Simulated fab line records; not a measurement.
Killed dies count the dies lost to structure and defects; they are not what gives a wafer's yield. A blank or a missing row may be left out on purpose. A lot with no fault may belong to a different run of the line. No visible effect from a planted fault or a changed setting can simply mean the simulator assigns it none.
Which tool is to blame? || flow gf180mcu || 12 lots with 36 wafers sampled at 6 steps, on a route of 602 steps

== WHAT THE GAUGES READ, wafer by wafer ==
GF_HV_LDD_TW_MEAS_38. Usual: HV_LDD_3_TW gives 1422 (standard deviation 8.5).
{"lot": "L382", "measured": "day 11 06:13", "on": "filmMetro-04", "HV_LDD_3_TW": "1419 1430 1425", "flag": ""}
{"lot": "L385", "measured": "day 12 07:05", "on": "filmMetro-03", "HV_LDD_3_TW": "1428 1433 1431", "flag": ""}
{"lot": "L386", "measured": "day 12 17:06", "on": "filmMetro-03", "HV_LDD_3_TW": "1425 1428 1425", "flag": ""}
{"lot": "L387", "measured": "day 13 07:18", "on": "filmMetro-03", "HV_LDD_3_TW": "1432 1435 1434", "flag": ""}
{"lot": "L389", "measured": "day 14 00:32", "on": "filmMetro-01", "HV_LDD_3_TW": "1424 1421 1414", "flag": ""}
{"lot": "L390", "measured": "day 14 05:14", "on": "filmMetro-03", "HV_LDD_3_TW": "1430 1436 1436", "flag": ""}
{"lot": "L393", "measured": "day 15 06:31", "on": "filmMetro-04", "HV_LDD_3_TW": "1384 1391 1384", "flag": "OFF"}
{"lot": "L395", "measured": "day 15 21:29", "on": "filmMetro-03", "HV_LDD_3_TW": "1384 1382 1387", "flag": "OFF"}
{"lot": "L397", "measured": "day 16 12:23", "on": "filmMetro-04", "HV_LDD_3_TW": "1425 1429 1425", "flag": ""}
{"lot": "L403", "measured": "day 18 10:56", "on": "filmMetro-01", "HV_LDD_3_TW": "1416 1418 1414", "flag": ""}
{"lot": "L404", "measured": "day 18 19:40", "on": "filmMetro-04", "HV_LDD_3_TW": "1419 1427 1428", "flag": ""}
{"lot": "L405", "measured": "day 19 05:07", "on": "filmMetro-04", "HV_LDD_3_TW": "1431 1435 1431", "flag": ""}

GF_HV_LDD_TW_MEAS_50. Usual: HV_LDD_4_TW gives 564 (standard deviation 3.5).
{"lot": "L382", "measured": "day 12 01:32", "on": "filmMetro-01", "HV_LDD_4_TW": "559 562 561", "flag": ""}
{"lot": "L385", "measured": "day 13 03:59", "on": "filmMetro-04", "HV_LDD_4_TW": "569 567 566", "flag": ""}
{"lot": "L386", "measured": "day 13 14:01", "on": "filmMetro-04", "HV_LDD_4_TW": "566 564 568", "flag": ""}
{"lot": "L387", "measured": "day 14 03:36", "on": "filmMetro-01", "HV_LDD_4_TW": "558 558 561", "flag": ""}
{"lot": "L389", "measured": "day 14 21:52", "on": "filmMetro-01", "HV_LDD_4_TW": "560 559 564", "flag": ""}
{"lot": "L390", "measured": "day 15 02:47", "on": "filmMetro-04", "HV_LDD_4_TW": "568 564 565", "flag": ""}
{"lot": "L393", "measured": "day 16 04:23", "on": "filmMetro-01", "HV_LDD_4_TW": "560 560 561", "flag": ""}
{"lot": "L395", "measured": "day 16 19:29", "on": "filmMetro-04", "HV_LDD_4_TW": "566 564 563", "flag": ""}
{"lot": "L397", "measured": "day 17 11:35", "on": "filmMetro-03", "HV_LDD_4_TW": "569 571 566", "flag": ""}
{"lot": "L403", "measured": "day 19 11:41", "on": "filmMetro-01", "HV_LDD_4_TW": "561 564 560", "flag": ""}
{"lot": "L404", "measured": "day 19 19:59", "on": "filmMetro-03", "HV_LDD_4_TW": "569 569 565", "flag": ""}
{"lot": "L405", "measured": "day 20 05:29", "on": "filmMetro-01", "HV_LDD_4_TW": "561 556 561", "flag": ""}

GF_HV_LDD_RS_MEAS_53: the measuring method here is four-point-probe. Usual: HV_LDD_RS gives 418.3 ohm/sq (standard deviation 0.92).
{"lot": "L382", "measured": "day 12 01:42", "on": "filmMetro-03", "HV_LDD_RS (ohm/sq)": "419.7 420.6 419.2", "flag": ""}
{"lot": "L385", "measured": "day 13 04:10", "on": "filmMetro-01", "HV_LDD_RS (ohm/sq)": "417.9 417.0 417.9", "flag": ""}
{"lot": "L386", "measured": "day 13 14:12", "on": "filmMetro-01", "HV_LDD_RS (ohm/sq)": "417.5 417.7 417.8", "flag": ""}
{"lot": "L387", "measured": "day 14 03:46", "on": "filmMetro-03", "HV_LDD_RS (ohm/sq)": "419.0 418.1 417.5", "flag": ""}
{"lot": "L389", "measured": "day 14 22:02", "on": "filmMetro-04", "HV_LDD_RS (ohm/sq)": "419.7 420.8 419.8", "flag": ""}
{"lot": "L390", "measured": "day 15 02:58", "on": "filmMetro-03", "HV_LDD_RS (ohm/sq)": "419.3 418.8 418.5", "flag": ""}
{"lot": "L393", "measured": "day 16 04:34", "on": "filmMetro-01", "HV_LDD_RS (ohm/sq)": "423.9 425.4 424.1", "flag": "OFF"}
{"lot": "L395", "measured": "day 16 19:40", "on": "filmMetro-01", "HV_LDD_RS (ohm/sq)": "425.2 425.5 425.6", "flag": "OFF"}
{"lot": "L397", "measured": "day 17 11:46", "on": "filmMetro-03", "HV_LDD_RS (ohm/sq)": "417.6 417.6 418.0", "flag": ""}
{"lot": "L403", "measured": "day 19 11:52", "on": "filmMetro-03", "HV_LDD_RS (ohm/sq)": "418.7 418.8 417.8", "flag": ""}
{"lot": "L404", "measured": "day 19 20:10", "on": "filmMetro-01", "HV_LDD_RS (ohm/sq)": "418.5 418.5 417.0", "flag": ""}
{"lot": "L405", "measured": "day 20 05:40", "on": "filmMetro-01", "HV_LDD_RS (ohm/sq)": "416.9 417.2 418.0", "flag": ""}

== EACH LOT AND THE TOOL THAT RAN IT (in order: tool; ch and the chambers of the sampled wafers; start) ==
{"lot": "L382", "GF_DNWELL_STRIP_08": "plasmaAsher-03 ch 0,1, day 2 16:57", "GF_POLY_GATE_STRIP_14": "plasmaAsher-02 ch 0,1, day 8 23:07", "GF_HV_LDD_IMPLANT_36": "implanter-03 ch 0, day 11 05:58"}
{"lot": "L385", "GF_DNWELL_STRIP_08": "plasmaAsher-03 ch 0,1, day 3 09:39", "GF_POLY_GATE_STRIP_14": "plasmaAsher-01 ch 0,1, day 9 21:02", "GF_HV_LDD_IMPLANT_36": "implanter-04 ch 0, day 12 06:51"}
{"lot": "L386", "GF_DNWELL_STRIP_08": "plasmaAsher-03 ch 0, day 3 16:38", "GF_POLY_GATE_STRIP_14": "plasmaAsher-01 ch 0,1, day 10 05:59", "GF_HV_LDD_IMPLANT_36": "implanter-03 ch 0, day 12 16:51"}
{"lot": "L387", "GF_DNWELL_STRIP_08": "plasmaAsher-03 ch 0,1, day 3 23:56", "GF_POLY_GATE_STRIP_14": "plasmaAsher-04 ch 0,1, day 10 17:13", "GF_HV_LDD_IMPLANT_36": "implanter-01 ch 0, day 13 07:03"}
{"lot": "L389", "GF_DNWELL_STRIP_08": "plasmaAsher-01 ch 0, day 4 11:28", "GF_POLY_GATE_STRIP_14": "plasmaAsher-01 ch 0, day 11 09:51", "GF_HV_LDD_IMPLANT_36": "implanter-04 ch 0, day 14 00:18"}
{"lot": "L390", "GF_DNWELL_STRIP_08": "plasmaAsher-03 ch 0,1, day 4 15:28", "GF_POLY_GATE_STRIP_14": "plasmaAsher-02 ch 0,1, day 11 13:48", "GF_HV_LDD_IMPLANT_36": "implanter-04 ch 0, day 14 05:00"}
{"lot": "L393", "GF_DNWELL_STRIP_08": "plasmaAsher-01 ch 0,1, day 5 07:53", "GF_POLY_GATE_STRIP_14": "plasmaAsher-04 ch 1, day 12 11:49", "GF_HV_LDD_IMPLANT_36": "implanter-04 ch 0, day 15 06:16"}
{"lot": "L395", "GF_DNWELL_STRIP_08": "plasmaAsher-02 ch 0,1, day 5 17:34", "GF_POLY_GATE_STRIP_14": "plasmaAsher-01 ch 0,1, day 13 03:15", "GF_HV_LDD_IMPLANT_36": "implanter-04 ch 0, day 15 21:14"}
{"lot": "L397", "GF_DNWELL_STRIP_08": "plasmaAsher-01 ch 0,1, day 6 02:20", "GF_POLY_GATE_STRIP_14": "plasmaAsher-04 ch 1, day 13 17:11", "GF_HV_LDD_IMPLANT_36": "implanter-01 ch 0, day 16 12:08"}
{"lot": "L403", "GF_DNWELL_STRIP_08": "plasmaAsher-03 ch 0,1, day 7 09:34", "GF_POLY_GATE_STRIP_14": "plasmaAsher-02 ch 0,1, day 15 12:18", "GF_HV_LDD_IMPLANT_36": "implanter-03 ch 0, day 18 10:42"}
{"lot": "L404", "GF_DNWELL_STRIP_08": "plasmaAsher-03 ch 0,1, day 7 15:40", "GF_POLY_GATE_STRIP_14": "plasmaAsher-01 ch 0,1, day 15 21:01", "GF_HV_LDD_IMPLANT_36": "implanter-01 ch 0, day 18 19:25"}
{"lot": "L405", "GF_DNWELL_STRIP_08": "plasmaAsher-02 ch 0,1, day 7 22:58", "GF_POLY_GATE_STRIP_14": "plasmaAsher-04 ch 0,1, day 16 06:17", "GF_HV_LDD_IMPLANT_36": "implanter-01 ch 0, day 19 04:52"}
- GF_DNWELL_STRIP_08: strips in O2/N2.
- GF_POLY_GATE_STRIP_14: strips in O2/N2.
- GF_HV_LDD_IMPLANT_36

== AS READ BY THE TOOLS THEMSELVES (means over the sampled wafers that have a number; for cases with no such wafer, the mark the record gives instead) ==
GF_DNWELL_STRIP_08. Usual: drypumpMotorCurrentA 5.95 A, standard deviation 0.24; heaterPowerW 335 W, standard deviation 34; oesProductAu 0.722 a.u., standard deviation 0.0047; stripTimeToEndpointS 36.95 s, standard deviation 0.11.
{"lot": "L382", "tool": "plasmaAsher-03", "drypumpMotorCurrentA (A)": 5.78, "heaterPowerW (W)": 312, "oesProductAu (a.u.)": 0.722, "stripTimeToEndpointS (s)": 36.82, "flag": ""}
{"lot": "L385", "tool": "plasmaAsher-03", "drypumpMotorCurrentA (A)": 5.89, "heaterPowerW (W)": 300, "oesProductAu (a.u.)": 0.724, "stripTimeToEndpointS (s)": 36.97, "flag": ""}
{"lot": "L386", "tool": "plasmaAsher-03", "drypumpMotorCurrentA (A)": 5.98, "heaterPowerW (W)": 295, "oesProductAu (a.u.)": 0.724, "stripTimeToEndpointS (s)": 36.99, "flag": ""}
{"lot": "L387", "tool": "plasmaAsher-03", "drypumpMotorCurrentA (A)": 5.88, "heaterPowerW (W)": 305, "oesProductAu (a.u.)": 0.723, "stripTimeToEndpointS (s)": 36.95, "flag": ""}
{"lot": "L389", "tool": "plasmaAsher-01", "drypumpMotorCurrentA (A)": 6.45, "heaterPowerW (W)": 380, "oesProductAu (a.u.)": 0.719, "stripTimeToEndpointS (s)": 36.94, "flag": ""}
{"lot": "L390", "tool": "plasmaAsher-03", "drypumpMotorCurrentA (A)": 5.79, "heaterPowerW (W)": 307, "oesProductAu (a.u.)": 0.726, "stripTimeToEndpointS (s)": 36.82, "flag": ""}
{"lot": "L393", "tool": "plasmaAsher-01", "drypumpMotorCurrentA (A)": 6.19, "heaterPowerW (W)": 383, "oesProductAu (a.u.)": 0.723, "stripTimeToEndpointS (s)": 37.20, "flag": ""}
{"lot": "L395", "tool": "plasmaAsher-02", "drypumpMotorCurrentA (A)": 6.06, "heaterPowerW (W)": 341, "oesProductAu (a.u.)": 0.718, "stripTimeToEndpointS (s)": 37.02, "flag": ""}
{"lot": "L397", "tool": "plasmaAsher-01", "drypumpMotorCurrentA (A)": 5.89, "heaterPowerW (W)": 386, "oesProductAu (a.u.)": 0.719, "stripTimeToEndpointS (s)": 36.98, "flag": ""}
{"lot": "L403", "tool": "plasmaAsher-03", "drypumpMotorCurrentA (A)": 5.89, "heaterPowerW (W)": 298, "oesProductAu (a.u.)": 0.723, "stripTimeToEndpointS (s)": 36.93, "flag": ""}
{"lot": "L404", "tool": "plasmaAsher-03", "drypumpMotorCurrentA (A)": 5.89, "heaterPowerW (W)": 302, "oesProductAu (a.u.)": 0.717, "stripTimeToEndpointS (s)": 37.01, "flag": ""}
{"lot": "L405", "tool": "plasmaAsher-02", "drypumpMotorCurrentA (A)": 6.05, "heaterPowerW (W)": 356, "oesProductAu (a.u.)": 0.723, "stripTimeToEndpointS (s)": 37.04, "flag": ""}

GF_POLY_GATE_STRIP_14. Usual: drypumpMotorCurrentA 6.07 A, standard deviation 0.29; heaterPowerW 351 W, standard deviation 34; oesProductAu 0.506 a.u., standard deviation 0.0047.
{"lot": "L382", "tool": "plasmaAsher-02", "drypumpMotorCurrentA (A)": 6.06, "heaterPowerW (W)": 340, "oesProductAu (a.u.)": 0.508, "flag": ""}
{"lot": "L385", "tool": "plasmaAsher-01", "drypumpMotorCurrentA (A)": 5.88, "heaterPowerW (W)": 384, "oesProductAu (a.u.)": 0.501, "flag": ""}
{"lot": "L386", "tool": "plasmaAsher-01", "drypumpMotorCurrentA (A)": 6.16, "heaterPowerW (W)": 381, "oesProductAu (a.u.)": 0.501, "flag": ""}
{"lot": "L387", "tool": "plasmaAsher-04", "drypumpMotorCurrentA (A)": 6.16, "heaterPowerW (W)": 317, "oesProductAu (a.u.)": 0.510, "flag": ""}
{"lot": "L389", "tool": "plasmaAsher-01", "drypumpMotorCurrentA (A)": 6.47, "heaterPowerW (W)": 382, "oesProductAu (a.u.)": 0.506, "flag": ""}
{"lot": "L390", "tool": "plasmaAsher-02", "drypumpMotorCurrentA (A)": 6.04, "heaterPowerW (W)": 359, "oesProductAu (a.u.)": 0.506, "flag": ""}
{"lot": "L393", "tool": "plasmaAsher-04", "drypumpMotorCurrentA (A)": 6.09, "heaterPowerW (W)": 291, "oesProductAu (a.u.)": 0.504, "flag": ""}
{"lot": "L395", "tool": "plasmaAsher-01", "drypumpMotorCurrentA (A)": 5.91, "heaterPowerW (W)": 382, "oesProductAu (a.u.)": 0.505, "flag": ""}
{"lot": "L397", "tool": "plasmaAsher-04", "drypumpMotorCurrentA (A)": 6.09, "heaterPowerW (W)": 298, "oesProductAu (a.u.)": 0.504, "flag": ""}
{"lot": "L403", "tool": "plasmaAsher-02", "drypumpMotorCurrentA (A)": 6.07, "heaterPowerW (W)": 343, "oesProductAu (a.u.)": 0.503, "flag": ""}
{"lot": "L404", "tool": "plasmaAsher-01", "drypumpMotorCurrentA (A)": 5.88, "heaterPowerW (W)": 375, "oesProductAu (a.u.)": 0.510, "flag": ""}
{"lot": "L405", "tool": "plasmaAsher-04", "drypumpMotorCurrentA (A)": 6.12, "heaterPowerW (W)": 306, "oesProductAu (a.u.)": 0.505, "flag": ""}

GF_HV_LDD_IMPLANT_36. Usual: doseIonsCm2 7.499e+12, standard deviation 8.7e+09; faradayCurrentUA 42.2, standard deviation 0.88.
{"lot": "L382", "tool": "implanter-03", "doseIonsCm2": 7.481e+12, "faradayCurrentUA": 42.4, "flag": ""}
{"lot": "L385", "tool": "implanter-04", "doseIonsCm2": 7.498e+12, "faradayCurrentUA": 42.2, "flag": ""}
{"lot": "L386", "tool": "implanter-03", "doseIonsCm2": 7.496e+12, "faradayCurrentUA": 42.7, "flag": ""}
{"lot": "L387", "tool": "implanter-01", "doseIonsCm2": 7.496e+12, "faradayCurrentUA": 42.3, "flag": ""}
{"lot": "L389", "tool": "implanter-04", "doseIonsCm2": 7.511e+12, "faradayCurrentUA": 41.4, "flag": ""}
{"lot": "L390", "tool": "implanter-04", "doseIonsCm2": 7.499e+12, "faradayCurrentUA": 42.5, "flag": ""}
{"lot": "L393", "tool": "implanter-04", "doseIonsCm2": 4.886e+12, "faradayCurrentUA": 27.7, "flag": "OFF"}
{"lot": "L395", "tool": "implanter-04", "doseIonsCm2": 4.878e+12, "faradayCurrentUA": 27.6, "flag": "OFF"}
{"lot": "L397", "tool": "implanter-01", "doseIonsCm2": 7.497e+12, "faradayCurrentUA": 41.7, "flag": ""}
{"lot": "L403", "tool": "implanter-03", "doseIonsCm2": 7.491e+12, "faradayCurrentUA": 41.9, "flag": ""}
{"lot": "L404", "tool": "implanter-01", "doseIonsCm2": 7.509e+12, "faradayCurrentUA": 42.3, "flag": ""}
{"lot": "L405", "tool": "implanter-01", "doseIonsCm2": 7.493e+12, "faradayCurrentUA": 42.1, "flag": ""}

== THE ANSWER, worked out from the rows above alone ==
Rule: a lot is off if the mean of its wafers that have a number lies more than 3 standard deviations from the usual mean. A lot without any number at a reading at which 4 lots or more have one is off too. Any other lot the step has rows for is counted as sound. After the gauges, taken in route order, come the tools' own readings; for these a lot's mean is taken, as printed above. At the first step where some lot is off, the reading lying furthest off is the one used; lots without a number count as furthest.
Off: L393, L395, seen at GF_HV_LDD_TW_MEAS_38 (HV_LDD_3_TW).
A tool fits if, at a process step before that reading, it ran every lot that is off, and no sound lot after the first of them. Not tried: the gauges at GF_HV_LDD_TW_MEAS_38; whatever is off there is also off at GF_HV_LDD_RS_MEAS_53, on other tools, and gauge error can't account for it. One candidate fits, namely implanter-04 at GF_HV_LDD_IMPLANT_36. A fault onset in the window from L390 (day 14 05:00, its last sound lot) to L393 (day 15 06:16, its first lot off) fits.
The tool's own readings at GF_HV_LDD_IMPLANT_36 bear it out: on the lots that are off they differ by more than 5 times the standard deviation of the sound lots' means. doseIonsCm2 reads 4.882e+12 there against 7.497e+12 on the sound lots; faradayCurrentUA reads 27.6 there against 42.1 on the sound lots.

== WHAT WAS PUT IN BY THE SIMULATOR ==
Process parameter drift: implanter-04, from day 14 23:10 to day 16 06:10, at GF_HV_LDD_IMPLANT_36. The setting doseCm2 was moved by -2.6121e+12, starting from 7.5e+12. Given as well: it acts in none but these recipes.
Shown lots that were struck: L393, L395. Same finding as the rule above.
